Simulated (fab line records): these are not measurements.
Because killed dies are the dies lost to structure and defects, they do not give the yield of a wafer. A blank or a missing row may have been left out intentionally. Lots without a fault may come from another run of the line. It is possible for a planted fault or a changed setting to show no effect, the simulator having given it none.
A sampling plan put to the test || flow sky130 || 47 faults told of in these records, all on one fab line, each judged by the records of the lots it struck
The plan consists of the line's own looks: route steps at which the wafer is read by a gauge or an inspection but not changed. A look can be judged if struck wafers have a number there and the file gives its usual mean and standard deviation on fault-free wafers. Caught: a look later than the fault's first step finds the struck wafers' mean 4 or more of those standard deviations (sigma) from the usual mean. On the tool: the identical test, applied to the tool's own readings at the steps of the fault. A different recipe on the struck wafers counts as caught too, as does a record blank only for those wafers.

## THE FAULTS, as the simulator had put them in
1. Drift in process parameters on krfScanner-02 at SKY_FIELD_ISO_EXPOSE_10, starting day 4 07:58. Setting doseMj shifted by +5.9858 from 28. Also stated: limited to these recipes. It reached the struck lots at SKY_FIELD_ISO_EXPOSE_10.
2. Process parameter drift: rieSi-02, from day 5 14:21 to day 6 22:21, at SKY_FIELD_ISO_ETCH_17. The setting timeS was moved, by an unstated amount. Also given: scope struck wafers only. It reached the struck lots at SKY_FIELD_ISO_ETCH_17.
3. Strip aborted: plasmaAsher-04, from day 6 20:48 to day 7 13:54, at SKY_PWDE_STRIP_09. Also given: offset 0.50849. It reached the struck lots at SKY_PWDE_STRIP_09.
4. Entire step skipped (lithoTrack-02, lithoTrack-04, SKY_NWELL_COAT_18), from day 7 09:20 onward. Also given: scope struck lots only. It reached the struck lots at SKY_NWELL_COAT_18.
5. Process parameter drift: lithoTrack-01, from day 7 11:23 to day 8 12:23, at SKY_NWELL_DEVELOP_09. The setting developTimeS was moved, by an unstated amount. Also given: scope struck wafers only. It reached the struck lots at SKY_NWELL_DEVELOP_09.
6. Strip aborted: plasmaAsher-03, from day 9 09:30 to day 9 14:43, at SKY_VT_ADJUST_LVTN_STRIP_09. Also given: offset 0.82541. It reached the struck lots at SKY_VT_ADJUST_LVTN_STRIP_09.
7. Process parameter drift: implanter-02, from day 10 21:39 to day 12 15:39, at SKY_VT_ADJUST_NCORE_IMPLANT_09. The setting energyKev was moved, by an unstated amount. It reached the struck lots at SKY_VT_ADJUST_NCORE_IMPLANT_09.
8. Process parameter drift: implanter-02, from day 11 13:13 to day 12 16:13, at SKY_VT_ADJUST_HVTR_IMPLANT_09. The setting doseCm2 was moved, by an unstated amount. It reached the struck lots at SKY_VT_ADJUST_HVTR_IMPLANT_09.
9. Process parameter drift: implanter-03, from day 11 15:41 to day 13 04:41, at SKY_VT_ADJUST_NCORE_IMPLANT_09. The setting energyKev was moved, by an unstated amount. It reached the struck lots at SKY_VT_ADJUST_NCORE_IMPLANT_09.
10. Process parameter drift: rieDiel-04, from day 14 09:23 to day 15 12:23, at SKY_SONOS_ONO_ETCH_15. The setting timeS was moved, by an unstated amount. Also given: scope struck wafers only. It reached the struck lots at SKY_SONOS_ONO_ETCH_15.
11. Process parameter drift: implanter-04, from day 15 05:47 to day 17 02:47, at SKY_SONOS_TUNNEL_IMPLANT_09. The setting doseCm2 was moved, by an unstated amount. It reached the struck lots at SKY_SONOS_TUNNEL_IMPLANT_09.
12. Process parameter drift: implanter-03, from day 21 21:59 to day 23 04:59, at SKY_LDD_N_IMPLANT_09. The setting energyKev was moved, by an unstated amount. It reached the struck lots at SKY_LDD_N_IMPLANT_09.
13. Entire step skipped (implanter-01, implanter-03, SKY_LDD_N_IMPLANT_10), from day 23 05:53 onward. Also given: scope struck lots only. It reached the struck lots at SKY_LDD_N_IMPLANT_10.
14. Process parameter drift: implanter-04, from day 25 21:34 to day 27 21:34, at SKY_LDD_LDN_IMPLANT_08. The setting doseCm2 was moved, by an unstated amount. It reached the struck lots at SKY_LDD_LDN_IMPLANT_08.
15. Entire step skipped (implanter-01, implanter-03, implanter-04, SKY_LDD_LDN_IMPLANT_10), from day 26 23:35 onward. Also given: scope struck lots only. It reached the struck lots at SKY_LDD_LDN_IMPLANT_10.
16. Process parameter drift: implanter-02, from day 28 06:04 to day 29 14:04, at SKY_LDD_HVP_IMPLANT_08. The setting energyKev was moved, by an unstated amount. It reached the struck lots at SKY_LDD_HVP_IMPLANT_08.
17. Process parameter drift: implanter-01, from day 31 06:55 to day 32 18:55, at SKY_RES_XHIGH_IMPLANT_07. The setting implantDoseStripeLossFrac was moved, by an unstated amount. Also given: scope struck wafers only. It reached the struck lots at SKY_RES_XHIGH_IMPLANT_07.
18. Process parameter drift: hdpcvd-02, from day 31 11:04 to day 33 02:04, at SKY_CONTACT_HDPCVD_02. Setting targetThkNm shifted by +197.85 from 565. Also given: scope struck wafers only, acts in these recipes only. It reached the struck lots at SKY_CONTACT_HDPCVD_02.
19. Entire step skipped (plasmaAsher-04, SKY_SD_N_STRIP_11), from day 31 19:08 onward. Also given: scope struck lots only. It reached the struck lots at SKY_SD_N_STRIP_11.
20. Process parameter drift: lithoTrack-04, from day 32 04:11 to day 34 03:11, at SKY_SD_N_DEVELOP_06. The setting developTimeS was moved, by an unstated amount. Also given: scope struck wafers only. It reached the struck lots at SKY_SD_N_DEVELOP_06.
21. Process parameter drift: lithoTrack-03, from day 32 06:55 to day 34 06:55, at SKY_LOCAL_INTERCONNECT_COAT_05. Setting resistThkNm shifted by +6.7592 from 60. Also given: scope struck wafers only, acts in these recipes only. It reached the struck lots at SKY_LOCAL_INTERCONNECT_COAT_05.
22. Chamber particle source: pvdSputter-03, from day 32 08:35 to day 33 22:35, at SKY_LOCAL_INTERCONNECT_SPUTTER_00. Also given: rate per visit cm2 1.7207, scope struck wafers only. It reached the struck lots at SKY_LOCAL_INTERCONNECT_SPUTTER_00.
23. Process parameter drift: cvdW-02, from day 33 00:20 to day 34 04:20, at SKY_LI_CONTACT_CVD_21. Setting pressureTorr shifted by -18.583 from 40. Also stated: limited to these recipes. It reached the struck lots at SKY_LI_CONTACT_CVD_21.
24. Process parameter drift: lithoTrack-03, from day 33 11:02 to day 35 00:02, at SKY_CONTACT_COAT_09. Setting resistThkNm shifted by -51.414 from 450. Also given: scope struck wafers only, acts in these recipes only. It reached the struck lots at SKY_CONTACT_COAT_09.
25. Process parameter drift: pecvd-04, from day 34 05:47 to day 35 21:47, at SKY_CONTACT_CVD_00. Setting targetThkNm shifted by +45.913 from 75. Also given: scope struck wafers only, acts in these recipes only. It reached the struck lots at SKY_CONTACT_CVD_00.
26. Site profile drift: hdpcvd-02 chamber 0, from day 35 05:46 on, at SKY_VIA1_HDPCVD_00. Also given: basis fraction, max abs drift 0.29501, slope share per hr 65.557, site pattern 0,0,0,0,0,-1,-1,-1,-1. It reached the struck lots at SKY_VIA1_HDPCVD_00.
27. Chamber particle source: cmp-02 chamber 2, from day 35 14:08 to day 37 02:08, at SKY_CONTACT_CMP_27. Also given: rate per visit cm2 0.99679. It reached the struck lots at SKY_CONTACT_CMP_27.
28. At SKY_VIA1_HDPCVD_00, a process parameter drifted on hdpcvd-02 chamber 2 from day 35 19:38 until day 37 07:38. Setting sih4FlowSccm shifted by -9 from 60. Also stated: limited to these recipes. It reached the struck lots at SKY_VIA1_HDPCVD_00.
29. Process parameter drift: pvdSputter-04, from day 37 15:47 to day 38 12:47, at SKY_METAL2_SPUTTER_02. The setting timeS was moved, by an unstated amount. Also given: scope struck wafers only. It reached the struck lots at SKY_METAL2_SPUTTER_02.
30. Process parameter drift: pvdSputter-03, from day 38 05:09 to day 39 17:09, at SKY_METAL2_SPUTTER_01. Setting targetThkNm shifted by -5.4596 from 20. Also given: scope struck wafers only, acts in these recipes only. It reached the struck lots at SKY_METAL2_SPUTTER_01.
31. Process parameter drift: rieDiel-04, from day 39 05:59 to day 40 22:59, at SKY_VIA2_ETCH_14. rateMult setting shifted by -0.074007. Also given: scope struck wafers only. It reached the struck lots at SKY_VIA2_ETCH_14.
32. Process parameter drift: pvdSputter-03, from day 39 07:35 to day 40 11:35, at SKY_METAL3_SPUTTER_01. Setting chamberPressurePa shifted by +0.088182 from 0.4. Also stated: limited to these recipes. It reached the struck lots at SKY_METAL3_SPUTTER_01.
33. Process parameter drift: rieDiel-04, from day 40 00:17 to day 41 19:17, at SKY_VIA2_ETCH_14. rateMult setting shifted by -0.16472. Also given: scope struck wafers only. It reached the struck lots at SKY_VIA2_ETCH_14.
34. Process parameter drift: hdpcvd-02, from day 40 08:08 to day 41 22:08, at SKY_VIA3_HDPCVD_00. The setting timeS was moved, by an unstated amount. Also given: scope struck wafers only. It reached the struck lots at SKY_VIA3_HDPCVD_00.
35. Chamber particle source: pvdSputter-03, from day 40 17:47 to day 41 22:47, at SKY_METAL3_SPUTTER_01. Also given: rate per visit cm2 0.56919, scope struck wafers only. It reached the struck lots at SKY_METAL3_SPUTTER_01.
36. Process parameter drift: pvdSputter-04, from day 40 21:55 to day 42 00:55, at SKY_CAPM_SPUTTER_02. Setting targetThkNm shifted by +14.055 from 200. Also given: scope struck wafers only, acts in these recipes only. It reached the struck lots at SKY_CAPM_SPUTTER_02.
37. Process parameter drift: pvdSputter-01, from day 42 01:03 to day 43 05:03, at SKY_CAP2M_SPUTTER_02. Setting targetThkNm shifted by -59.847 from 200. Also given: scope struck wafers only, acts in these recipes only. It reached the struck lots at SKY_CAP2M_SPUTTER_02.
38. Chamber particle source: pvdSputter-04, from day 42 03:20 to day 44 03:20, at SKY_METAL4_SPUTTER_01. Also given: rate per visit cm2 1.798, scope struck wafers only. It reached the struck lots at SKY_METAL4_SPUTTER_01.
39. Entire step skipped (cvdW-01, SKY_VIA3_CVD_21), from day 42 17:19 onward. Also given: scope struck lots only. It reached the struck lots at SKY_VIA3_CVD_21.
40. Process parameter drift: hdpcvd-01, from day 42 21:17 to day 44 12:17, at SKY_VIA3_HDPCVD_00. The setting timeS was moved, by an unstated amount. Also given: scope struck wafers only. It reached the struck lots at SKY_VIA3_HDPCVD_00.
41. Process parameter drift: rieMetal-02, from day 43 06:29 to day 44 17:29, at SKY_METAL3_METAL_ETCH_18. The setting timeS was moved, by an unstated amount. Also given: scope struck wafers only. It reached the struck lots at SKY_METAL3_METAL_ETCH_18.
42. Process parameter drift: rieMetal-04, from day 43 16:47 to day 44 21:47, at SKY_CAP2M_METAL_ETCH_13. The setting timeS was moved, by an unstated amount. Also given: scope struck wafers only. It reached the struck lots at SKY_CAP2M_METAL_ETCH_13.
43. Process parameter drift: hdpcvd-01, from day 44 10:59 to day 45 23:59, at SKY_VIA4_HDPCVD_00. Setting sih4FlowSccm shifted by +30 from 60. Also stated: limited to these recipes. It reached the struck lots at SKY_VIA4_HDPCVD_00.
44. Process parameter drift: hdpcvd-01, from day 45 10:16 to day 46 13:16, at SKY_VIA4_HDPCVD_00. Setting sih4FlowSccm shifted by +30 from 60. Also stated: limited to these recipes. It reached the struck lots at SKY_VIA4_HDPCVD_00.
45. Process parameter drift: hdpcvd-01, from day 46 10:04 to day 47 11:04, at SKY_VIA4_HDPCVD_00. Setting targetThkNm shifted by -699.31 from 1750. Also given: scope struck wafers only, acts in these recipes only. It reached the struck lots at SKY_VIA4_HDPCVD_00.
46. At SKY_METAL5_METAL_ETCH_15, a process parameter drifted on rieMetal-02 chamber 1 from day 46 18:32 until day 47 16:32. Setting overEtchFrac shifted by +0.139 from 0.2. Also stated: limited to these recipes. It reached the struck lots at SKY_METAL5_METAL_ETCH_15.
47. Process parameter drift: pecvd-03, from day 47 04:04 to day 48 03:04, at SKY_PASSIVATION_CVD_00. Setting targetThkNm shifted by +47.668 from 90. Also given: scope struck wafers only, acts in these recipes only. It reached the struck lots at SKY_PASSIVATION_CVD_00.

## WHAT THE PLAN SAW
{"fault": 1, "on the tool itself": "exposureDoseMJCm2 +74 sigma", "first look that catches it": "SKY_FIELD_ISO_CD_MEAS_13", "reading, sigma": "cdNm -21", "median hours from its first step to that look": 8.5, "hours from the fault's start to the first struck lot there": 10, "judged looks passed uncaught": 0}
{"fault": 2, "on the tool itself": "runLengthS -29 sigma", "first look that catches it": "no look after it can be judged", "reading, sigma": "-", "median hours from its first step to that look": "-", "hours from the fault's start to the first struck lot there": "-", "judged looks passed uncaught": 0}
{"fault": 3, "on the tool itself": "oesProductAu +50 sigma", "first look that catches it": "SKY_NWELL_TW_MEAS_15", "reading, sigma": "NWELL_TW -11", "median hours from its first step to that look": 20.8, "hours from the fault's start to the first struck lot there": 38, "judged looks passed uncaught": 1}
{"fault": 4, "on the tool itself": "the tool's record is blank for the struck wafers", "first look that catches it": "none of the 2 looks that can be judged after it", "reading, sigma": "-", "median hours from its first step to that look": "-", "hours from the fault's start to the first struck lot there": "-", "judged looks passed uncaught": 2}
{"fault": 5, "on the tool itself": "under 2 sigma", "first look that catches it": "none of the 2 looks that can be judged after it", "reading, sigma": "-", "median hours from its first step to that look": "-", "hours from the fault's start to the first struck lot there": "-", "judged looks passed uncaught": 2}
{"fault": 6, "on the tool itself": "oesProductAu +37 sigma", "first look that catches it": "SKY_VT_ADJUST_LVTN_TW_MEAS_21", "reading, sigma": "VT_ADJUST_LVTN_2_TW -99 or beyond", "median hours from its first step to that look": 22.8, "hours from the fault's start to the first struck lot there": 28, "judged looks passed uncaught": 1}
{"fault": 7, "on the tool itself": "beamEnergyKeV +99 or beyond sigma", "first look that catches it": "SKY_VT_ADJUST_NCORE_TW_MEAS_11", "reading, sigma": "VT_ADJUST_NCORE_TW +12", "median hours from its first step to that look": 0.2, "hours from the fault's start to the first struck lot there": 4, "judged looks passed uncaught": 0}
{"fault": 8, "on the tool itself": "doseIonsCm2 -99 or beyond sigma", "first look that catches it": "SKY_VT_ADJUST_HVTR_TW_MEAS_11", "reading, sigma": "VT_ADJUST_HVTR_TW -67", "median hours from its first step to that look": 0.2, "hours from the fault's start to the first struck lot there": 4, "judged looks passed uncaught": 0}
{"fault": 9, "on the tool itself": "beamEnergyKeV -99 or beyond sigma", "first look that catches it": "SKY_VT_ADJUST_NCORE_TW_MEAS_11", "reading, sigma": "VT_ADJUST_NCORE_TW -7.3", "median hours from its first step to that look": 0.2, "hours from the fault's start to the first struck lot there": 4, "judged looks passed uncaught": 0}
{"fault": 10, "on the tool itself": "under 2 sigma", "first look that catches it": "no look after it can be judged", "reading, sigma": "-", "median hours from its first step to that look": "-", "hours from the fault's start to the first struck lot there": "-", "judged looks passed uncaught": 0}
{"fault": 11, "on the tool itself": "doseIonsCm2 -99 or beyond sigma", "first look that catches it": "SKY_SONOS_TUNNEL_TW_MEAS_12", "reading, sigma": "SONOS_TUNNEL_TW -45", "median hours from its first step to that look": 0.4, "hours from the fault's start to the first struck lot there": 17, "judged looks passed uncaught": 0}
{"fault": 12, "on the tool itself": "beamEnergyKeV -99 or beyond sigma", "first look that catches it": "no look after it can be judged", "reading, sigma": "-", "median hours from its first step to that look": "-", "hours from the fault's start to the first struck lot there": "-", "judged looks passed uncaught": 0}
{"fault": 13, "on the tool itself": "the tool's record is blank for the struck wafers", "first look that catches it": "SKY_LDD_N_TW_MEAS_17", "reading, sigma": "LDD_N_TW -6.6", "median hours from its first step to that look": 1.0, "hours from the fault's start to the first struck lot there": 6, "judged looks passed uncaught": 0}
{"fault": 14, "on the tool itself": "doseIonsCm2 -99 or beyond sigma", "first look that catches it": "SKY_LDD_LDN_TW_MEAS_13", "reading, sigma": "LDD_LDN_TW -9.1", "median hours from its first step to that look": 0.7, "hours from the fault's start to the first struck lot there": 3, "judged looks passed uncaught": 0}
{"fault": 15, "on the tool itself": "the tool's record is blank for the struck wafers", "first look that catches it": "SKY_LDD_LDN_TW_MEAS_13", "reading, sigma": "LDD_LDN_TW -10", "median hours from its first step to that look": 0.4, "hours from the fault's start to the first struck lot there": 6, "judged looks passed uncaught": 0}
{"fault": 16, "on the tool itself": "beamEnergyKeV +99 or beyond sigma", "first look that catches it": "SKY_LDD_HVP_TW_MEAS_10", "reading, sigma": "LDD_HVP_TW +7.7", "median hours from its first step to that look": 0.2, "hours from the fault's start to the first struck lot there": 20, "judged looks passed uncaught": 0}
{"fault": 17, "on the tool itself": "no reading that can be judged", "first look that catches it": "none of the 3 looks that can be judged after it", "reading, sigma": "strongest: RES_XHIGH_RS at SKY_SD_N_RS_MEAS_18, +3.3", "median hours from its first step to that look": "-", "hours from the fault's start to the first struck lot there": "-", "judged looks passed uncaught": 3}
{"fault": 18, "on the tool itself": "no reading that can be judged", "first look that catches it": "SKY_CONTACT_THK_MEAS_03", "reading, sigma": "CONTACT_HDPCVD_THK +29", "median hours from its first step to that look": 0.1, "hours from the fault's start to the first struck lot there": 6, "judged looks passed uncaught": 0}
{"fault": 19, "on the tool itself": "no reading that can be judged", "first look that catches it": "not the one look that can be judged after it", "reading, sigma": "-", "median hours from its first step to that look": "-", "hours from the fault's start to the first struck lot there": "-", "judged looks passed uncaught": 1}
{"fault": 20, "on the tool itself": "no reading that can be judged", "first look that catches it": "SKY_SD_N_TW_MEAS_12", "reading, sigma": "SD_N_TW -99 or beyond", "median hours from its first step to that look": 0.7, "hours from the fault's start to the first struck lot there": 15, "judged looks passed uncaught": 0}
{"fault": 21, "on the tool itself": "no reading that can be judged", "first look that catches it": "not the one look that can be judged after it", "reading, sigma": "-", "median hours from its first step to that look": "-", "hours from the fault's start to the first struck lot there": "-", "judged looks passed uncaught": 1}
{"fault": 22, "on the tool itself": "under 2 sigma", "first look that catches it": "none of the 2 looks that can be judged after it", "reading, sigma": "-", "median hours from its first step to that look": "-", "hours from the fault's start to the first struck lot there": "-", "judged looks passed uncaught": 2}
{"fault": 23, "on the tool itself": "chamberPressureTorr -99 or beyond sigma", "first look that catches it": "SKY_LI_CONTACT_RS_MEAS_22", "reading, sigma": "LI_CONTACT_W_RS +33", "median hours from its first step to that look": 0.1, "hours from the fault's start to the first struck lot there": 4, "judged looks passed uncaught": 0}
{"fault": 24, "on the tool itself": "under 2 sigma", "first look that catches it": "not the one look that can be judged after it", "reading, sigma": "-", "median hours from its first step to that look": "-", "hours from the fault's start to the first struck lot there": "-", "judged looks passed uncaught": 1}
{"fault": 25, "on the tool itself": "under 2 sigma", "first look that catches it": "SKY_CONTACT_THK_MEAS_01", "reading, sigma": "CONTACT_CVD_00_THK +41", "median hours from its first step to that look": 0.0, "hours from the fault's start to the first struck lot there": 6, "judged looks passed uncaught": 0}
{"fault": 26, "on the tool itself": "no reading that can be judged", "first look that catches it": "SKY_VIA1_THK_MEAS_01", "reading, sigma": "VIA1_HDPCVD_THK -11", "median hours from its first step to that look": 0.1, "hours from the fault's start to the first struck lot there": 4, "judged looks passed uncaught": 0}
{"fault": 27, "on the tool itself": "under 2 sigma", "first look that catches it": "not the one look that can be judged after it", "reading, sigma": "-", "median hours from its first step to that look": "-", "hours from the fault's start to the first struck lot there": "-", "judged looks passed uncaught": 1}
{"fault": 28, "on the tool itself": "sih4FlowSccm -47 sigma", "first look that catches it": "SKY_VIA1_THK_MEAS_01", "reading, sigma": "VIA1_HDPCVD_THK -13", "median hours from its first step to that look": 0.1, "hours from the fault's start to the first struck lot there": 10, "judged looks passed uncaught": 0}
{"fault": 29, "on the tool itself": "under 2 sigma", "first look that catches it": "SKY_METAL2_RS_MEAS_05", "reading, sigma": "METAL2_ALCU_RS -14", "median hours from its first step to that look": 0.1, "hours from the fault's start to the first struck lot there": 5, "judged looks passed uncaught": 0}
{"fault": 30, "on the tool itself": "under 2 sigma", "first look that catches it": "no look after it can be judged", "reading, sigma": "-", "median hours from its first step to that look": "-", "hours from the fault's start to the first struck lot there": "-", "judged looks passed uncaught": 0}
{"fault": 31, "on the tool itself": "under 2 sigma", "first look that catches it": "no look after it can be judged", "reading, sigma": "-", "median hours from its first step to that look": "-", "hours from the fault's start to the first struck lot there": "-", "judged looks passed uncaught": 0}
{"fault": 32, "on the tool itself": "chamberPressurePa +99 or beyond sigma", "first look that catches it": "no look after it can be judged", "reading, sigma": "-", "median hours from its first step to that look": "-", "hours from the fault's start to the first struck lot there": "-", "judged looks passed uncaught": 0}
{"fault": 33, "on the tool itself": "under 2 sigma", "first look that catches it": "not the one look that can be judged after it", "reading, sigma": "-", "median hours from its first step to that look": "-", "hours from the fault's start to the first struck lot there": "-", "judged looks passed uncaught": 1}
{"fault": 34, "on the tool itself": "runLengthS -45 sigma", "first look that catches it": "SKY_VIA3_THK_MEAS_01", "reading, sigma": "VIA3_HDPCVD_THK -6.8", "median hours from its first step to that look": 0.2, "hours from the fault's start to the first struck lot there": 5, "judged looks passed uncaught": 0}
{"fault": 35, "on the tool itself": "under 2 sigma", "first look that catches it": "not the one look that can be judged after it", "reading, sigma": "-", "median hours from its first step to that look": "-", "hours from the fault's start to the first struck lot there": "-", "judged looks passed uncaught": 1}
{"fault": 36, "on the tool itself": "under 2 sigma", "first look that catches it": "SKY_CAPM_RS_MEAS_03", "reading, sigma": "CAPM_TIN_RS -5.3", "median hours from its first step to that look": 0.1, "hours from the fault's start to the first struck lot there": 5, "judged looks passed uncaught": 0}
{"fault": 37, "on the tool itself": "under 2 sigma", "first look that catches it": "SKY_CAP2M_RS_MEAS_03", "reading, sigma": "CAP2M_TIN_RS +25", "median hours from its first step to that look": 0.1, "hours from the fault's start to the first struck lot there": 1, "judged looks passed uncaught": 0}
{"fault": 38, "on the tool itself": "under 2 sigma", "first look that catches it": "no look after it can be judged", "reading, sigma": "-", "median hours from its first step to that look": "-", "hours from the fault's start to the first struck lot there": "-", "judged looks passed uncaught": 0}
{"fault": 39, "on the tool itself": "the tool's record is blank for the struck wafers", "first look that catches it": "SKY_VIA3_RS_MEAS_22", "reading, sigma": "VIA3_W_RS +99 or beyond", "median hours from its first step to that look": 0.1, "hours from the fault's start to the first struck lot there": 2, "judged looks passed uncaught": 0}
{"fault": 40, "on the tool itself": "runLengthS +79 sigma", "first look that catches it": "SKY_VIA3_THK_MEAS_01", "reading, sigma": "VIA3_HDPCVD_THK +11", "median hours from its first step to that look": 0.2, "hours from the fault's start to the first struck lot there": 3, "judged looks passed uncaught": 0}
{"fault": 41, "on the tool itself": "runLengthS -50 sigma", "first look that catches it": "no look after it can be judged", "reading, sigma": "-", "median hours from its first step to that look": "-", "hours from the fault's start to the first struck lot there": "-", "judged looks passed uncaught": 0}
{"fault": 42, "on the tool itself": "runLengthS +12 sigma", "first look that catches it": "no look after it can be judged", "reading, sigma": "-", "median hours from its first step to that look": "-", "hours from the fault's start to the first struck lot there": "-", "judged looks passed uncaught": 0}
{"fault": 43, "on the tool itself": "sih4FlowSccm +99 or beyond sigma", "first look that catches it": "SKY_VIA4_THK_MEAS_01", "reading, sigma": "VIA4_HDPCVD_THK +36", "median hours from its first step to that look": 0.2, "hours from the fault's start to the first struck lot there": 6, "judged looks passed uncaught": 0}
{"fault": 44, "on the tool itself": "sih4FlowSccm +99 or beyond sigma", "first look that catches it": "SKY_VIA4_THK_MEAS_01", "reading, sigma": "VIA4_HDPCVD_THK +36", "median hours from its first step to that look": 0.2, "hours from the fault's start to the first struck lot there": 7, "judged looks passed uncaught": 0}
{"fault": 45, "on the tool itself": "no reading that can be judged", "first look that catches it": "SKY_VIA4_THK_MEAS_01", "reading, sigma": "VIA4_HDPCVD_THK -27", "median hours from its first step to that look": 0.2, "hours from the fault's start to the first struck lot there": 8, "judged looks passed uncaught": 0}
{"fault": 46, "on the tool itself": "oesProductAu -10 sigma", "first look that catches it": "no look after it can be judged", "reading, sigma": "-", "median hours from its first step to that look": "-", "hours from the fault's start to the first struck lot there": "-", "judged looks passed uncaught": 0}
{"fault": 47, "on the tool itself": "under 2 sigma", "first look that catches it": "SKY_PASSIVATION_THK_MEAS_01", "reading, sigma": "PASSIVATION_CVD_00_THK +36", "median hours from its first step to that look": 0.0, "hours from the fault's start to the first struck lot there": 3, "judged looks passed uncaught": 0}
A dash: this means the fault isn't caught or the number doesn't appear in these records.

Caught at a look: 27 of 47. Caught on the tool: 25 of 47. By one or the other: 34 of 47.
Caught on the tool alone: faults 2, 4, 12, 32, 41, 42, 46.
Caught at a look alone: faults 18, 20, 25, 26, 29, 36, 37, 45, 47.
Caught by neither: faults 5, 10, 17, 19, 21, 22, 24, 27, 30, 31, 33, 35, 38.

## THINNER SAMPLING
Were the look that catches a fault to measure just every second or every third lot (counted by lot number), the first struck lot would, at worst, be measured this late:
{"fault": 1, "struck lots at that look, in order of time": "L559, L560", "every lot": "10 h", "every second lot": "17 h", "every third lot": "may miss all 2"}
{"fault": 3, "struck lots at that look, in order of time": "L445", "every lot": "38 h", "every second lot": "may miss it", "every third lot": "may miss it"}
{"fault": 6, "struck lots at that look, in order of time": "L213", "every lot": "28 h", "every second lot": "may miss it", "every third lot": "may miss it"}
{"fault": 7, "struck lots at that look, in order of time": "L181, L183", "every lot": "4 h", "every second lot": "may miss all 2", "every third lot": "may miss all 2"}
{"fault": 8, "struck lots at that look, in order of time": "L595, L596", "every lot": "4 h", "every second lot": "12 h", "every third lot": "may miss all 2"}
{"fault": 9, "struck lots at that look, in order of time": "L344, L348", "every lot": "4 h", "every second lot": "may miss all 2", "every third lot": "may miss all 2"}
{"fault": 11, "struck lots at that look, in order of time": "L859, L860", "every lot": "17 h", "every second lot": "22 h", "every third lot": "may miss all 2"}
{"fault": 13, "struck lots at that look, in order of time": "L923, L924", "every lot": "6 h", "every second lot": "11 h", "every third lot": "may miss all 2"}
{"fault": 14, "struck lots at that look, in order of time": "L957, L962", "every lot": "3 h", "every second lot": "36 h", "every third lot": "may miss all 2"}
{"fault": 15, "struck lots at that look, in order of time": "L415, L416, L417", "every lot": "6 h", "every second lot": "7 h", "every third lot": "10 h"}
{"fault": 16, "struck lots at that look, in order of time": "L437, L438", "every lot": "20 h", "every second lot": "28 h", "every third lot": "may miss all 2"}
{"fault": 18, "struck lots at that look, in order of time": "L529, L530, L532, L531", "every lot": "6 h", "every second lot": "18 h", "every third lot": "31 h"}
{"fault": 20, "struck lots at that look, in order of time": "L775, L776", "every lot": "15 h", "every second lot": "23 h", "every third lot": "may miss all 2"}
{"fault": 23, "struck lots at that look, in order of time": "L559, L560", "every lot": "4 h", "every second lot": "8 h", "every third lot": "may miss all 2"}
{"fault": 25, "struck lots at that look, in order of time": "L842, L844", "every lot": "6 h", "every second lot": "may miss all 2", "every third lot": "may miss all 2"}
{"fault": 26, "struck lots at that look, in order of time": "L283, L287, L290", "every lot": "4 h", "every second lot": "37 h", "every third lot": "may miss all 3"}
{"fault": 28, "struck lots at that look, in order of time": "L507, L510", "every lot": "10 h", "every second lot": "23 h", "every third lot": "may miss all 2"}
{"fault": 29, "struck lots at that look, in order of time": "L893, L895", "every lot": "5 h", "every second lot": "may miss all 2", "every third lot": "may miss all 2"}
{"fault": 34, "struck lots at that look, in order of time": "L829, L830", "every lot": "5 h", "every second lot": "6 h", "every third lot": "may miss all 2"}
{"fault": 36, "struck lots at that look, in order of time": "L333, L335", "every lot": "5 h", "every second lot": "may miss all 2", "every third lot": "may miss all 2"}
{"fault": 37, "struck lots at that look, in order of time": "L197, L200, L199", "every lot": "1 h", "every second lot": "16 h", "every third lot": "may miss all 3"}
{"fault": 39, "struck lots at that look, in order of time": "L742, L744, L745", "every lot": "2 h", "every second lot": "10 h", "every third lot": "may miss all 3"}
{"fault": 40, "struck lots at that look, in order of time": "L188, L189", "every lot": "3 h", "every second lot": "8 h", "every third lot": "may miss all 2"}
{"fault": 43, "struck lots at that look, in order of time": "L937, L941", "every lot": "6 h", "every second lot": "may miss all 2", "every third lot": "may miss all 2"}
{"fault": 44, "struck lots at that look, in order of time": "L794, L796", "every lot": "7 h", "every second lot": "may miss all 2", "every third lot": "may miss all 2"}
{"fault": 45, "struck lots at that look, in order of time": "L333, L334", "every lot": "8 h", "every second lot": "12 h", "every third lot": "may miss all 2"}
{"fault": 47, "struck lots at that look, in order of time": "L768, L769, L771", "every lot": "3 h", "every second lot": "8 h", "every third lot": "may miss all 3"}
Hours: fault start to first struck lot measured. Since the struck wafers were tested as one group against 4 sigma, a single lot by itself may lie under the limit. Other struck lots may not be in these records.

## THE LONGEST TIMED WAY FROM STEP TO LOOK
In fault 6, a median of 22.8 hours elapses between SKY_VT_ADJUST_LVTN_STRIP_09 and SKY_VT_ADJUST_LVTN_TW_MEAS_21. The look between them that can be judged stayed within 4 sigma: SKY_VT_ADJUST_LVTN_TW_MEAS_10.
